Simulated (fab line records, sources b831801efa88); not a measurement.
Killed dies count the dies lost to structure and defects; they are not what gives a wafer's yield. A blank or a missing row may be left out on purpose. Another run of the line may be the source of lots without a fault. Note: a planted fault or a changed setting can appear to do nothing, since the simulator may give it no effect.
Which tool did it? -- flow gf180mcu -- 13 lots, 39 wafers sampled, at 5 steps of a route of 602

WHAT THE GAUGES READ, wafer by wafer
GF_V1_THK_MEAS_01. Usual: V1_CVD_00_THK gives 601 nm (standard deviation 4.9).
lot,measured,on,V1_CVD_00_THK (nm),flag
L617,day 16 21:22,filmMetro-01,596 597 591,
L620,day 18 07:28,filmMetro-03,599 601 607,
L621,day 18 17:14,filmMetro-04,602 602 601,
L622,day 19 08:20,filmMetro-03,603 601 611,
L625,day 20 18:26,filmMetro-04,604 602 596,
L626,day 21 02:08,filmMetro-04,609 610 607,
L627,day 21 03:05,filmMetro-04,594 593 594,
L629,day 21 15:53,filmMetro-04,606 607 605,
L634,day 23 07:29,filmMetro-04,605 607 607,
L636,day 24 02:04,filmMetro-04,600 595 598,
L638,day 25 02:56,filmMetro-04,606 601 601,
L639,day 25 03:07,filmMetro-04,605 595 601,
L640,day 25 08:01,filmMetro-03,606 607 606,

GF_V1_BOW_MEAS_05. Usual: V1_BOW gives 80 um (standard deviation 7.2).
lot,measured,on,V1_BOW (um),flag
L617,day 16 21:52,filmMetro-03,82 79 88,
L620,day 18 07:58,filmMetro-01,86 84 97,
L621,day 18 18:00,filmMetro-01,82 77 67,
L622,day 19 08:50,filmMetro-04,69 64 93,
L625,day 20 19:08,filmMetro-04,89 87 70,
L626,day 21 02:38,filmMetro-03,78 80 72,
L627,day 21 03:34,filmMetro-01,89 91 79,
L629,day 21 16:24,filmMetro-03,83 77 70 - - -,
L634,day 23 07:59,filmMetro-04,76 81 75,
L636,day 24 02:33,filmMetro-01,81 87 86,
L638,day 25 04:14,filmMetro-04,81 74 74,
L639,day 25 04:32,filmMetro-01,68 63 72,
L640,day 25 08:31,filmMetro-03,77 79 80,

WHICH TOOL RAN EACH LOT (tool, then ch and the chambers of the sampled wafers, then the start)
lot,GF_CONTACT_CVD_02,GF_CONTACT_CMP_04,GF_V1_CMP_04
L617,"pecvd-01 ch 1,2, day 14 22:29","cmp-01 ch 1,2, day 14 22:37","cmp-02 ch 0,1, day 16 21:34"
L620,"pecvd-01 ch 0,1,2, day 16 05:59","cmp-01 ch 0,3, day 16 06:07","cmp-01 ch 0,2,3, day 18 07:46"
L621,"pecvd-03 ch 0,1, day 16 15:05","cmp-01 ch 2,3, day 16 15:13","cmp-02 ch 0,2, day 18 17:44"
L622,"pecvd-01 ch 0,1, day 17 06:08","cmp-01 ch 1,2,3, day 17 06:20","cmp-01 ch 0,3, day 19 08:31"
L625,"pecvd-04 ch 0,1, day 18 14:26","cmp-01 ch 0,1,2, day 18 14:34","cmp-02 ch 1,2,3, day 20 18:49"
L626,"pecvd-03 ch 0,1, day 18 22:46","cmp-02 ch 0,2, day 18 22:54","cmp-01 ch 0,3, day 21 02:19"
L627,"pecvd-01 ch 0,1,2, day 19 00:01","cmp-02 ch 0,1,2, day 19 00:15","cmp-02 ch 1,2, day 21 03:15"
L629,"pecvd-01 ch 0,2, day 19 12:58","cmp-01 ch 1,2, day 19 13:09","cmp-02 ch 0,1,2, day 21 16:13"
L634,"pecvd-03 ch 0,1, day 21 05:38","cmp-02 ch 0,1, day 21 05:46","cmp-01 ch 0,1,2, day 23 07:40"
L636,"pecvd-04 ch 0,1,2, day 21 23:49","cmp-02 ch 0,1,3, day 22 00:02","cmp-01 ch 1,2, day 24 02:15"
L638,"pecvd-01 ch 1,2, day 22 22:20","cmp-02 ch 0,1,3, day 22 22:28","cmp-01 ch 2,3, day 25 03:55"
L639,"pecvd-03 ch 0,1,2, day 23 03:32","cmp-02 ch 0,1, day 23 03:43","cmp-01 ch 1,2,3, day 25 04:16"
L640,"pecvd-01 ch 0,2, day 23 08:26","cmp-02 ch 2,3, day 23 08:34","cmp-01 ch 0,2,3, day 25 08:20"
- GF_CONTACT_CVD_02: deposits SiO2 from TEOS, target thk 860 nm, time 95.992 s.
- GF_CONTACT_CMP_04: polishes SiO2.
- GF_V1_CMP_04: polishes SiO2.

AS READ BY THE TOOLS THEMSELVES (means over the sampled wafers that have a number; for cases with no such wafer, the mark the record gives instead)
GF_CONTACT_CVD_02. Usual: heaterPowerW 638 W, standard deviation 70; rfFwdPowerW 596.6 W, standard deviation 2.
lot,tool,heaterPowerW (W),rfFwdPowerW (W),flag
L617,pecvd-01,676,596.9,
L620,pecvd-01,626,596.1,
L621,pecvd-03,717,597.3,
L622,pecvd-01,629,595.9,
L625,pecvd-04,552,596.5,
L626,pecvd-03,713,598.6,
L627,pecvd-01,614,597.6,
L629,pecvd-01,614,597.3,
L634,pecvd-03,680,596.8,
L636,pecvd-04,576,595.8,
L638,pecvd-01,651,595.5,
L639,pecvd-03,731,597.5,
L640,pecvd-01,609,597.2,

GF_CONTACT_CMP_04. Usual: headPressurePsi 3.999 psi, standard deviation 0.0089; motorCurrentA 12.6 A, standard deviation 0.74; timeToEndpointS 111 s, standard deviation 4.9.
lot,tool,headPressurePsi (psi),motorCurrentA (A),timeToEndpointS (s),flag
L617,cmp-01,4.009,12.2,107,
L620,cmp-01,4.007,12.1,108,
L621,cmp-01,3.998,11.6,106,
L622,cmp-01,3.998,12.0,107,
L625,cmp-01,3.998,12.6,111,
L626,cmp-02,3.999,12.9,115,
L627,cmp-02,4.003,13.1,116,
L629,cmp-01,3.992,12.3,116,
L634,cmp-02,4.008,12.9,111,
L636,cmp-02,4.000,12.7,111,
L638,cmp-02,3.986,12.7,114,
L639,cmp-02,3.999,13.1,110,
L640,cmp-02,3.999,13.4,108,

GF_V1_CMP_04. Usual: headPressurePsi 4.000 psi, standard deviation 0.0077; motorCurrentA 12.5 A, standard deviation 0.84; timeToEndpointS 80 s, standard deviation 5.1.
lot,tool,headPressurePsi (psi),motorCurrentA (A),timeToEndpointS (s),flag
L617,cmp-02,3.996,13.4,78,
L620,cmp-01,4.000,12.3,81,
L621,cmp-02,3.995,12.7,88,
L622,cmp-01,4.005,12.1,77,
L625,cmp-02,4.009,12.8,76,
L626,cmp-01,3.997,11.6,83,
L627,cmp-02,4.000,13.4,75,
L629,cmp-02,4.005,13.0,59,OFF
L634,cmp-01,4.005,12.5,76,
L636,cmp-01,3.994,12.0,78,
L638,cmp-01,4.008,11.1,78,
L639,cmp-01,3.996,11.6,84,
L640,cmp-01,3.995,11.7,84,

THE ANSWER, worked out from the rows above alone
Rule: a lot counts as off when the mean over its wafers that have a number is more than 3 standard deviations away from the usual mean. A lot without any number at a reading at which 4 lots or more have one is off too. All remaining lots with rows at the step are treated as sound. After the gauges, taken in route order, come the tools' own readings; for these a lot's mean is taken, as printed above. The first step at which some lot is off is used, and at that step the reading that is off furthest; a lot without a number counts as furthest.
Off at GF_V1_CMP_04 (timeToEndpointS): L629.
A tool fits if, at that step or a process step before it, it ran every lot that is off, and no sound lot after the first of them. Undecided on this evidence; 2 tools fit (cmp-01 at GF_CONTACT_CMP_04, cmp-02 at GF_V1_CMP_04).

WHAT THE SIMULATOR PUT IN
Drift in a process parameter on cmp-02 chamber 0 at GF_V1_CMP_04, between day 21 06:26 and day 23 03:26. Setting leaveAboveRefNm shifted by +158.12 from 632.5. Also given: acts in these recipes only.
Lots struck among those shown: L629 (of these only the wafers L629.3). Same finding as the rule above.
